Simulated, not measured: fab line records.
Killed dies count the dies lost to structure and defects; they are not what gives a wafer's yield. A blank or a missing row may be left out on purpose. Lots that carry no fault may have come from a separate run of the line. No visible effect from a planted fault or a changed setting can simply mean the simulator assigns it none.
What tool caused it? / flow sky130 / 6 lots (18 wafers sampled), 1 step of a 708-step route

## WHAT EACH GAUGE READ, for each wafer
SKY_SONOS_ONO_THK_MEAS_05.
lot=L206; measured=day 12 06:03; on=film_metro-02; SONOS_ONO_CVD_04_THK (nm)=5.70 5.69 5.59
lot=L208; measured=day 12 16:10; on=film_metro-02; SONOS_ONO_CVD_04_THK (nm)=5.54 5.54 5.58
lot=L210; measured=day 13 05:32; on=film_metro-01; SONOS_ONO_CVD_04_THK (nm)=5.67 5.66 5.68
lot=L212; measured=day 14 00:49; on=film_metro-02; SONOS_ONO_CVD_04_THK (nm)=5.60 5.63 5.52
lot=L215; measured=day 14 19:07; on=film_metro-02; SONOS_ONO_CVD_04_THK (nm)=5.53 5.54 5.39
lot=L225; measured=day 18 01:37; on=film_metro-02; SONOS_ONO_CVD_04_THK (nm)=5.61 5.56 5.44

## WHAT TOOL EACH LOT RAN ON (gives the tool, then ch and the chambers of the sampled wafers, and finally the start)
The record shows no process step preceding these readings.

## THE ANSWER, worked out from the rows above alone
Rule: the usual values come from the lots themselves. The widest of any qualifying gaps counts: lots, ordered by their means at a reading, are off when they make up no more than a third of the lots, leave a main group of 4 or more, and stand apart from it by 3 or more times the standard deviation of that group's means. A main group whose means are all the same, to the digits that the tables above print for the reading, isn't used. A lot without any number at a reading at which 4 lots or more have one is off too. Where the step has rows for the other lots, those lots are counted as sound.
No lot is off at any reading shown: from this, nothing can be told.

## WHAT THE SIMULATOR HAD PUT IN
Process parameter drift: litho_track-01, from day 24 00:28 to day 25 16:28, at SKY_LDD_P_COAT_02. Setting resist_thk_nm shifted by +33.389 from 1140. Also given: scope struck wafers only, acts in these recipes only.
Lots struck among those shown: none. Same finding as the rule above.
